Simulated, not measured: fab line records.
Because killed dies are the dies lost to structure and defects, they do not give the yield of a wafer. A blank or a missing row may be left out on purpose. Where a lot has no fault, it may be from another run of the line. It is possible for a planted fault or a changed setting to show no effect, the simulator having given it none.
Which tool is to blame? :: flow sfq-line :: 7 lots, 21 wafers sampled, at 5 steps of a route of 325

## WHAT EACH GAUGE READ, for each wafer
SFQ_R5_RS_MEAS_933: measures by four-point-probe.
lot: L186
measured: day 57 01:04
on: film-metro-02
R5_MONX_RS (ohm/sq): 7.05 6.98 6.89

lot: L188
measured: day 57 04:37
on: film-metro-03
R5_MONX_RS (ohm/sq): 6.94 6.90 6.91

lot: L190
measured: day 57 11:57
on: film-metro-03
R5_MONX_RS (ohm/sq): 7.07 7.06 7.02

lot: L192
measured: day 57 20:56
on: film-metro-02
R5_MONX_RS (ohm/sq): 6.99 7.00 6.97

lot: L198
measured: day 58 13:38
on: film-metro-03
R5_MONX_RS (ohm/sq): 6.99 7.12 7.03

lot: L201
measured: day 59 12:41
on: film-metro-02
R5_MONX_RS (ohm/sq): 6.55 6.58 6.61

lot: L207
measured: day 60 21:37
on: film-metro-03
R5_MONX_RS (ohm/sq): 7.07 7.04 7.15

## EACH LOT AND THE TOOL THAT RAN IT (in order: tool; ch and the chambers of the sampled wafers; start)
lot: L186
SFQ_TRILAYER_I2_DEP_PECVD_063: pecvd-02 ch 0,1,2, day 23 22:17
SFQ_TRILAYER_M5_ETCH_METAL_ETCH_126: rie-metal-03 ch 0,1, day 56 19:43
SFQ_TRILAYER_A5B_DEP_PECVD_129: pecvd-01 ch 0,1,2, day 56 20:38
SFQ_TRILAYER_R5_DEP_SPUTTER_133: pvd-sputter-03, day 57 00:56

lot: L188
SFQ_TRILAYER_I2_DEP_PECVD_063: pecvd-01 ch 0,1, day 24 14:12
SFQ_TRILAYER_M5_ETCH_METAL_ETCH_126: rie-metal-03 ch 0,1, day 56 23:15
SFQ_TRILAYER_A5B_DEP_PECVD_129: pecvd-03 ch 0,2, day 57 00:14
SFQ_TRILAYER_R5_DEP_SPUTTER_133: pvd-sputter-05, day 57 04:32

lot: L190
SFQ_TRILAYER_I2_DEP_PECVD_063: pecvd-04 ch 0,1,2, day 30 19:52
SFQ_TRILAYER_M5_ETCH_METAL_ETCH_126: rie-metal-03 ch 0, day 57 06:34
SFQ_TRILAYER_A5B_DEP_PECVD_129: pecvd-02 ch 0,1,2, day 57 07:32
SFQ_TRILAYER_R5_DEP_SPUTTER_133: pvd-sputter-03, day 57 11:51

lot: L192
SFQ_TRILAYER_I2_DEP_PECVD_063: pecvd-02 ch 0,1, day 31 06:47
SFQ_TRILAYER_M5_ETCH_METAL_ETCH_126: rie-metal-01 ch 0,1, day 57 12:40
SFQ_TRILAYER_A5B_DEP_PECVD_129: pecvd-03 ch 0,1,2, day 57 13:40
SFQ_TRILAYER_R5_DEP_SPUTTER_133: pvd-sputter-05, day 57 20:51

lot: L198
SFQ_TRILAYER_I2_DEP_PECVD_063: pecvd-02 ch 1,2, day 32 16:32
SFQ_TRILAYER_M5_ETCH_METAL_ETCH_126: rie-metal-03 ch 0,1, day 58 05:21
SFQ_TRILAYER_A5B_DEP_PECVD_129: pecvd-02 ch 0,2, day 58 06:19
SFQ_TRILAYER_R5_DEP_SPUTTER_133: pvd-sputter-04, day 58 13:33

lot: L201
SFQ_TRILAYER_I2_DEP_PECVD_063: pecvd-01 ch 0,1,2, day 33 20:10
SFQ_TRILAYER_M5_ETCH_METAL_ETCH_126: rie-metal-03 ch 0,1, day 59 06:37
SFQ_TRILAYER_A5B_DEP_PECVD_129: pecvd-03 ch 0,1,2, day 59 07:46
SFQ_TRILAYER_R5_DEP_SPUTTER_133: pvd-sputter-03, day 59 12:33

lot: L207
SFQ_TRILAYER_I2_DEP_PECVD_063: pecvd-01 ch 0,1, day 36 05:02
SFQ_TRILAYER_M5_ETCH_METAL_ETCH_126: rie-metal-01 ch 0,1, day 60 16:14
SFQ_TRILAYER_A5B_DEP_PECVD_129: pecvd-02 ch 0,1,2, day 60 17:12
SFQ_TRILAYER_R5_DEP_SPUTTER_133: pvd-sputter-05, day 60 21:31
- SFQ_TRILAYER_I2_DEP_PECVD_063: deposits SiO2 from SiH4/N2O, time 111.11 s, target thk 500 nm.
- SFQ_TRILAYER_M5_ETCH_METAL_ETCH_126: etches Nb in Cl2/BCl3, stops on SiO2, time 203.2 s, target depth 265 nm.
- SFQ_TRILAYER_A5B_DEP_PECVD_129: deposits SiO2 from SiH4/N2O, time 133.33 s, target thk 600 nm.
- SFQ_TRILAYER_R5_DEP_SPUTTER_133: material MoNx, target thk 40 nm, time 66.7 s.

## THE ANSWER, worked out from the rows above alone
Rule: what is usual is taken from the lots themselves. Put in order of their means at a reading, lots are off if they are a third of the lots or fewer, leave a main group of 4 or more, and stand apart from it by a gap of 3 or more times the standard deviation of the main group's means; of several such gaps the widest counts. If all means in a main group match to the digits the tables above print for the reading, that group is not used. A lot without any number at a reading at which 4 lots or more have one is off too. All remaining lots with rows at the step are treated as sound.
Off: L201, at SFQ_R5_RS_MEAS_933 (R5_MONX_RS). Mean 7.01 ohm/sq and standard deviation 0.057 in the main group.
A tool fits if, at a process step before that reading, it ran every lot that is off, and no sound lot after the first of them. The gauges at SFQ_R5_RS_MEAS_933 are tried like those tools. Can't be told from this: 4 tools fit, rie-metal-03 at SFQ_TRILAYER_M5_ETCH_METAL_ETCH_126, pecvd-03 at SFQ_TRILAYER_A5B_DEP_PECVD_129, pvd-sputter-03 at SFQ_TRILAYER_R5_DEP_SPUTTER_133, film-metro-02 at SFQ_R5_RS_MEAS_933.

## WHAT WAS PUT IN BY THE SIMULATOR
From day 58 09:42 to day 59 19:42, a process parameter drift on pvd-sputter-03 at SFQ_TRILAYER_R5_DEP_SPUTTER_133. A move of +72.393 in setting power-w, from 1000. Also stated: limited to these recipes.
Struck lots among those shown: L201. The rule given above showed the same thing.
